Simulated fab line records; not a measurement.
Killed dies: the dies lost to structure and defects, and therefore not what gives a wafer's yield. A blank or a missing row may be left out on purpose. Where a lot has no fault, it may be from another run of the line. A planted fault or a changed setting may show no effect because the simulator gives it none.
fab line records	flow sky130
[record] lots = 13	wafers = 39	last-day = 50
route steps=708 shown SONOS_ONO@173 GATE_OXIDE@198 POLY_GATE@218 PAD_OPEN@708
lots that met no fault: from a run of the same line without faults
start-h: hours from the record's first day to the start of the lot's first wafer shown	wait-h: time in hours since the lot's previous step	" as in the row above	L1.1+2: a single row standing in for several wafers	- value missing, or start not given	* or withheld: withheld	< > ~ a bound
route shown NAME@n: a module of which the file shows steps, and the number in the route of the first	usual: mean/standard deviation taken from wafers without a fault	same: alike in all rows	chamber/n: place in a boat	sites: readings site by site	_std_site: standard deviation across them	_edge_site: inner sites' mean taken away from outer sites' mean	radius-mm: for every site, how far away it sits from the centre of the wafer	mask NAME#n: copy n	behind: the most recent tool/chamber to have shaped the wafer	hold: cause of the lot's hold/its duration in hours/its outcome	device: whichever transistor did not switch (one of n, p or np)	end of line: the tests these same wafers got at the end of their route	a step with no rows: only its recipe	killed: dies that structure and defects cost at the first sort, which is not the same as the wafer's yield	map: per-die view of a wafer (x killed, . not killed, _ where there is no die)
set.NAME: setting as actually run; set.NAME@STEP: the setting as run at that earlier step	model.NAME: the simulator's own value behind a step, which no gauge read
a sample of lots followed through the steps of the route, with each step as a table and each wafer as a row
services: a tool's chamber out of use, with start hour (start-h, from the record's first day; less than 0 if before it), hours out, and reason
[[steps]]
[step SKY_SONOS_ONO_THK_MEAS_05]
[recipe] reads = SiO2_of_SONOS_ONO_CVD_04
[usual] SONOS_ONO_CVD_04_THK = 5.80/0.1
lot.wafer	tool	chamber	start-h	wait-h	SONOS_ONO_CVD_04_THK[nm]
L878.2	film-metro-01	-	277.94	0.0	5.88
L878.3	"	-	"	"	5.71
L878.4	"	-	"	"	5.79
L879.1	film-metro-02	-	283.81	0.0	6.09
L879.4	"	-	"	"	6.02
L879.5	"	-	"	"	5.93
L880.1	film-metro-01	-	294.05	0.0	5.68
L880.2	"	-	"	"	5.63
L880.3	"	-	"	"	5.62
L881.2	film-metro-03	-	300.90	0.0	5.81
L881.5	"	-	"	"	5.70
L881.6	"	-	"	"	5.72
L882.3	film-metro-03	-	306.08	0.0	5.72
L882.4	"	-	"	"	5.79
L882.6	"	-	"	"	5.73
L883.2	film-metro-03	-	323.03	0.0	5.97
L883.4	"	-	"	"	5.97
L883.5	"	-	"	"	5.94
L884.1	film-metro-02	-	346.44	0.0	5.75
L884.2	"	-	"	"	5.77
L884.4	"	-	"	"	5.92
L887.1	film-metro-02	-	360.12	0.0	5.82
L887.5	"	-	"	"	5.82
L887.6	"	-	"	"	5.91
L889.4	film-metro-03	-	364.88	0.0	5.96
L889.5	"	-	"	"	5.98
L889.6	"	-	"	"	5.96
L890.3	film-metro-03	-	378.20	0.0	5.73
L890.5	"	-	"	"	5.80
L890.6	"	-	"	"	5.84
L891.2	film-metro-03	-	382.04	0.0	6.00
L891.3	"	-	"	"	5.84
L891.5	"	-	"	"	5.94
L892.2	film-metro-01	-	391.43	0.0	5.88
L892.3	"	-	"	"	5.70
L892.5	"	-	"	"	5.71
L897.1	film-metro-03	-	433.69	0.0	5.76
L897.2	"	-	"	"	5.81
L897.5	"	-	"	"	5.86
[step SKY_SONOS_ONO_OVL_MEAS_14]
[usual] SONOS_ONO_OVL = -0.2/1.4
lot.wafer	tool	chamber	start-h	wait-h	SONOS_ONO_OVL[nm]
L878.2	overlay-01	-	304.18	0.1	0.2
L878.3	"	-	"	"	0.1
L878.4	"	-	"	"	0.7
L879.1	overlay-01	-	310.32	0.1	-1.7
L879.4	"	-	"	"	0.1
L879.5	"	-	"	"	-0.6
L880.1	overlay-02	-	320.10	0.1	-0.5
L880.2	"	-	"	"	-0.3
L880.3	"	-	"	"	2.0
L881.2	overlay-01	-	328.08	0.1	-3.5
L881.5	"	-	"	"	-1.4
L881.6	"	-	"	"	-1.4
L882.3	overlay-02	-	333.18	0.1	-0.1
L882.4	"	-	"	"	1.1
L882.6	"	-	"	"	0.1
L883.2	overlay-01	-	351.13	0.1	-1.0
L883.4	"	-	"	"	0.2
L883.5	"	-	"	"	-0.4
L884.1	overlay-01	-	374.52	0.1	-0.9
L884.2	"	-	"	"	-1.2
L884.4	"	-	"	"	0.7
L887.1	overlay-02	-	388.55	0.1	-0.1
L887.5	"	-	"	"	1.4
L887.6	"	-	"	"	1.3
L889.4	overlay-01	-	394.72	0.1	2.1
L889.5	"	-	"	"	-0.9
L889.6	"	-	"	"	-0.8
L890.3	overlay-02	-	408.11	0.1	0.9
L890.5	"	-	"	"	0.3
L890.6	"	-	"	"	-0.3
L891.2	overlay-01	-	411.67	0.1	-0.5
L891.3	"	-	"	"	0.6
L891.5	"	-	"	"	-0.4
L892.2	overlay-01	-	421.13	0.1	0.5
L892.3	"	-	"	"	-2.0
L892.5	"	-	"	"	1.3
L897.1	overlay-01	-	464.65	0.1	1.2
L897.2	"	-	"	"	0.3
L897.5	"	-	"	"	-1.4
[step SKY_GATE_OXIDE_IMPLANT_11]
[recipe] species = B	energy-kev = 10	dose-cm2 = 2.6e+12	tilt-deg = withheld
[usual] dose-ions-cm2 = 2.5995e+12/2.8e+09	faraday-current-uA = 14.72/0.27
lot.wafer	tool	chamber	start-h	wait-h	dose-ions-cm2	faraday-current-uA
L878.2	implanter-04	0	333.38	0.0	2.6004e+12	15.00
L878.3	"	0	"	"	2.5968e+12	14.75
L878.4	"	0	"	"	2.5969e+12	14.86
L879.1	implanter-02	0	339.51	0.0	2.6012e+12	14.60
L879.4	"	0	"	"	2.5982e+12	15.08
L879.5	"	0	"	"	2.5963e+12	14.79
L880.1	implanter-02	0	350.38	0.0	2.5978e+12	14.17
L880.2	"	0	"	"	2.6006e+12	14.82
L880.3	"	0	"	"	2.6006e+12	14.79
L881.2	implanter-04	0	358.96	0.0	2.5997e+12	14.57
L881.5	"	0	"	"	2.5988e+12	14.86
L881.6	"	0	"	"	2.6014e+12	14.56
L882.3	implanter-04	0	363.43	0.1	2.5998e+12	14.34
L882.4	"	0	"	"	2.6035e+12	14.80
L882.6	"	0	"	"	2.5997e+12	14.48
L883.2	implanter-02	0	384.01	0.0	2.6007e+12	14.28
L883.4	"	0	"	"	2.6011e+12	14.89
L883.5	"	0	"	"	2.6042e+12	14.86
L884.1	implanter-04	0	407.23	0.0	2.5976e+12	14.89
L884.2	"	0	"	"	2.6005e+12	15.12
L884.4	"	0	"	"	2.6019e+12	14.46
L887.1	implanter-02	0	422.03	0.0	1.94e+12	11.28
L887.5	"	0	"	"	1.9327e+12	10.73
L887.6	"	0	"	"	1.9382e+12	11.05
L889.4	implanter-04	0	427.54	0.1	2.6041e+12	14.52
L889.5	"	0	"	"	2.6029e+12	14.72
L889.6	"	0	"	"	2.6056e+12	14.92
L890.3	implanter-01	0	440.96	0.1	2.5984e+12	14.84
L890.5	"	0	"	"	2.6004e+12	14.33
L890.6	"	0	"	"	2.6001e+12	14.83
L891.2	implanter-04	0	445.51	0.0	2.6035e+12	14.42
L891.3	"	0	"	"	2.6021e+12	14.67
L891.5	"	0	"	"	2.5974e+12	14.59
L892.2	implanter-02	0	455.34	0.0	1.9311e+12	11.00
L892.3	"	0	"	"	1.9313e+12	11.21
L892.5	"	0	"	"	1.9381e+12	10.70
L897.1	implanter-01	0	498.78	0.0	2.5998e+12	14.85
L897.2	"	0	"	"	2.6016e+12	14.70
L897.5	"	0	"	"	2.5993e+12	14.87
[step SKY_GATE_OXIDE_TW_MEAS_14]
[usual] GATE_OXIDE_TW = 224.8/1
lot.wafer	tool	chamber	start-h	wait-h	GATE_OXIDE_TW
L878.2	film-metro-01	-	333.72	0.1	222.0
L878.3	"	-	"	"	225.5
L878.4	"	-	"	"	223.9
L879.1	film-metro-04	-	339.86	0.1	224.8
L879.4	"	-	"	"	226.8
L879.5	"	-	"	"	225.5
L880.1	film-metro-01	-	350.73	0.1	223.3
L880.2	"	-	"	"	223.4
L880.3	"	-	"	"	224.8
L881.2	film-metro-04	-	359.30	0.1	224.9
L881.5	"	-	"	"	224.1
L881.6	"	-	"	"	225.9
L882.3	film-metro-03	-	363.75	0.1	223.0
L882.4	"	-	"	"	224.2
L882.6	"	-	"	"	224.4
L883.2	film-metro-03	-	384.34	0.1	224.1
L883.4	"	-	"	"	225.9
L883.5	"	-	"	"	224.2
L884.1	film-metro-04	-	407.58	0.1	224.8
L884.2	"	-	"	"	225.1
L884.4	"	-	"	"	225.9
L887.1	film-metro-03	-	422.38	0.1	205.9
L887.5	"	-	"	"	206.3
L887.6	"	-	"	"	207.7
L889.4	film-metro-03	-	427.85	0.1	224.7
L889.5	"	-	"	"	223.9
L889.6	"	-	"	"	223.5
L890.3	film-metro-01	-	441.31	0.1	223.7
L890.5	"	-	"	"	223.9
L890.6	"	-	"	"	223.3
L891.2	film-metro-04	-	445.85	0.1	225.3
L891.3	"	-	"	"	224.4
L891.5	"	-	"	"	225.9
L892.2	film-metro-01	-	455.68	0.1	205.3
L892.3	"	-	"	"	205.8
L892.5	"	-	"	"	206.2
L897.1	film-metro-04	-	499.13	0.1	225.5
L897.2	"	-	"	"	225.0
L897.5	"	-	"	"	226.2
[step SKY_POLY_GATE_THK_MEAS_04]
[recipe] reads = Si3N4_of_POLY_GATE_CVD_03
[usual] POLY_GATE_CVD_03_THK = 75.2/0.76
lot.wafer	tool	chamber	start-h	wait-h	POLY_GATE_CVD_03_THK[nm]
L878.2	film-metro-01	-	366.92	0.0	74.8
L878.3	"	-	"	"	73.7
L878.4	"	-	"	"	74.3
L879.1	film-metro-01	-	371.81	0.0	74.7
L879.4	"	-	"	"	74.4
L879.5	"	-	"	"	74.9
L880.1	film-metro-04	-	385.72	0.0	75.5
L880.2	"	-	"	"	75.7
L880.3	"	-	"	"	75.6
L881.2	film-metro-04	-	393.55	0.0	74.6
L881.5	"	-	"	"	75.1
L881.6	"	-	"	"	75.3
L882.3	film-metro-02	-	400.75	0.0	74.8
L882.4	"	-	"	"	74.9
L882.6	"	-	"	"	75.8
L883.2	film-metro-02	-	421.42	0.0	76.3
L883.4	"	-	"	"	76.0
L883.5	"	-	"	"	76.6
L884.1	film-metro-01	-	443.00	0.0	75.4
L884.2	"	-	"	"	75.9
L884.4	"	-	"	"	75.9
L887.1	film-metro-04	-	460.18	0.0	75.8
L887.5	"	-	"	"	74.8
L887.6	"	-	"	"	75.6
L889.4	film-metro-04	-	465.03	0.0	75.3
L889.5	"	-	"	"	75.0
L889.6	"	-	"	"	74.8
L890.3	film-metro-04	-	476.68	0.0	73.8
L890.5	"	-	"	"	73.8
L890.6	"	-	"	"	74.0
L891.2	film-metro-01	-	481.08	0.0	75.4
L891.3	"	-	"	"	75.7
L891.5	"	-	"	"	75.6
L892.2	film-metro-04	-	491.43	0.0	74.5
L892.3	"	-	"	"	74.2
L892.5	"	-	"	"	74.6
L897.1	film-metro-01	-	534.27	0.0	75.6
L897.2	"	-	"	"	75.4
L897.5	"	-	"	"	75.1
[step SKY_PAD_OPEN_PROBE_99]
[usual] killed_at_M0_to_M3 = 43/7.3	killed_at_M4_up = 3.2/1.9	killed-at-contacts = 25/5.4	killed-at-front-end = 16/4.4	killed-at-other = 0.4/0.66	killed-dies = 87/11	killed-open = 48/7.9	killed-short = 39/6.5
[same] gross-dies = 492	killed-at-back-side = 0
lot.wafer	tool	chamber	start-h	wait-h	killed_at_M0_to_M3	killed_at_M4_up	killed-at-contacts	killed-at-front-end	killed-at-other	killed-dies	killed-open	killed-short
L887.1	prober-01	-	1165.02	0.1	39	1	26	16	1	83	47	36
L887.5	prober-01	-	1165.22	0.2	38	6	22	15	1	82	35	43
L887.6	prober-01	-	1165.27	0.2	37	3	28	10	0	78	47	31
L891.2	prober-01	-	1178.49	0.1	41	2	20	17	0	80	53	27
L891.3	prober-01	-	1178.54	0.2	50	5	22	21	0	98	40	58
L891.5	prober-01	-	1178.64	0.2	48	1	29	15	0	93	56	36
L892.2	prober-02	-	1179.98	0.1	45	4	26	19	0	94	51	43
L892.3	prober-02	-	1180.03	0.2	42	3	17	12	0	74	45	29
L892.5	prober-02	-	1180.13	0.2	46	3	25	12	2	88	49	38
// killed by level:class
L887.1 LI_CONTACT:geometric-particle:open=9 CONTACT:geometric-particle:open=8 VIA1:geometric-particle:open=8 METAL2:geometric-particle:short=7 POLY_GATE:geometric-particle:open=7 METAL1:geometric-particle:short=5 FIELD_ISO:geometric-particle:open=4 VIA2:geometric-particle:open=4
L887.5 METAL2:geometric-particle:short=9 CONTACT:geometric-particle:open=9 CONTACT:geometric-particle:short=7 VIA1:geometric-particle:open=7 FIELD_ISO:geometric-particle:open=6 VIA3:geometric-particle:open=6 METAL1:geometric-particle:short=4 VIA2:geometric-particle:open=4
L887.6 CONTACT:geometric-particle:open=13 VIA1:geometric-particle:open=10 LI_CONTACT:geometric-particle:open=9 VIA1:geometric-particle:short=6 METAL2:geometric-particle:short=5 FIELD_ISO:geometric-particle:short=4 VIA2:geometric-particle:short=4 VIA3:geometric-particle:open=4
L891.2 VIA2:geometric-particle:open=11 VIA1:geometric-particle:open=9 LI_CONTACT:geometric-particle:open=8 FIELD_ISO:geometric-particle:open=6 CONTACT:geometric-particle:open=6 METAL2:geometric-particle:short=5 VIA3:geometric-particle:open=5 FIELD_ISO:geometric-particle:short=4
L891.3 VIA1:geometric-particle:open=11 FIELD_ISO:geometric-particle:short=9 METAL3:geometric-particle:short=7 VIA2:geometric-particle:open=6 METAL1:geometric-particle:short=5 POLY_GATE:geometric-particle:short=5 LI_CONTACT:geometric-particle:open=5 CONTACT:geometric-particle:short=5
L891.5 LI_CONTACT:geometric-particle:open=13 VIA3:geometric-particle:open=12 VIA1:geometric-particle:open=10 CONTACT:geometric-particle:open=7 FIELD_ISO:geometric-particle:open=5 METAL2:geometric-particle:short=5 METAL1:geometric-particle:short=5 CONTACT:geometric-particle:short=4
L892.2 CONTACT:geometric-particle:open=10 VIA3:geometric-particle:open=9 FIELD_ISO:geometric-particle:short=5 CONTACT:geometric-particle:short=5 VIA1:geometric-particle:open=5 LI_CONTACT:geometric-particle:open=5 VIA2:geometric-particle:open=5 POLY_GATE:geometric-particle:open=4
L892.3 VIA3:geometric-particle:open=9 VIA1:geometric-particle:open=9 CONTACT:geometric-particle:open=8 METAL1:geometric-particle:short=7 VIA1:geometric-particle:short=5 FIELD_ISO:geometric-particle:open=4 LI_CONTACT:geometric-particle:open=4 POLY_GATE:geometric-particle:short=3
L892.5 VIA1:geometric-particle:open=13 CONTACT:geometric-particle:open=8 LI_CONTACT:geometric-particle:open=7 CONTACT:geometric-particle:short=7 METAL1:geometric-particle:short=7 VIA3:geometric-particle:open=6 FIELD_ISO:geometric-particle:short=4 METAL3:geometric-particle:short=3
[[services]]
tool	chamber	start-h	hours	kind
implanter-01	-	385.33	5.9	pm
implanter-01	-	406.94	21.1	repair
implanter-02	-	411.65	3.3	repair
implanter-04	-	416.27	1.8	repair
implanter-01	-	421.82	1.1	repair
implanter-04	-	429.50	6.5	repair
implanter-01	-	436.08	1.8	repair
implanter-04	-	452.86	6.5	pm
implanter-02	-	468.66	2.5	repair
implanter-02	-	475.17	2.3	pm
implanter-04	-	485.46	85.9	pm
[[key]]
[first-sign] step = SKY_GATE_OXIDE_IMPLANT_11	reading = dose-ions-cm2	direction = down	sigmas = 99+	usual = *	struck = *
[effect] step = SKY_GATE_OXIDE_IMPLANT_11	reading = faraday-current-uA	direction = down	sigmas = 14	usual = 14.72	struck = 10.99
[effect] step = SKY_GATE_OXIDE_TW_MEAS_14	reading = GATE_OXIDE_TW	direction = down	sigmas = 18	usual = 224.8	struck = 206.2
met-at SKY_GATE_OXIDE_IMPLANT_11
struck-lots L887,L892
tester-left-out L887,L892
not-acting-at SKY_SONOS_ONO_THK_MEAS_05,SKY_SONOS_ONO_OVL_MEAS_14,SKY_POLY_GATE_THK_MEAS_04
onset-between 384.01 422.03
[fault] kind = process-parameter-drift	tool = implanter-02	chamber = -	onset-h = 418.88	steps = SKY_GATE_OXIDE_IMPLANT_11	channel = dose-cm2	offset = *	shape = step	end-h = 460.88	acts-in = *	stated = *
// tester-left-out: of these lots the tester's yield and bins aren't shown, on N5 and GAA mostly nor the transistor test; their killed dies are dies lost to structure and defects alone, not to doping, threshold or leakage, so they don't give the yield
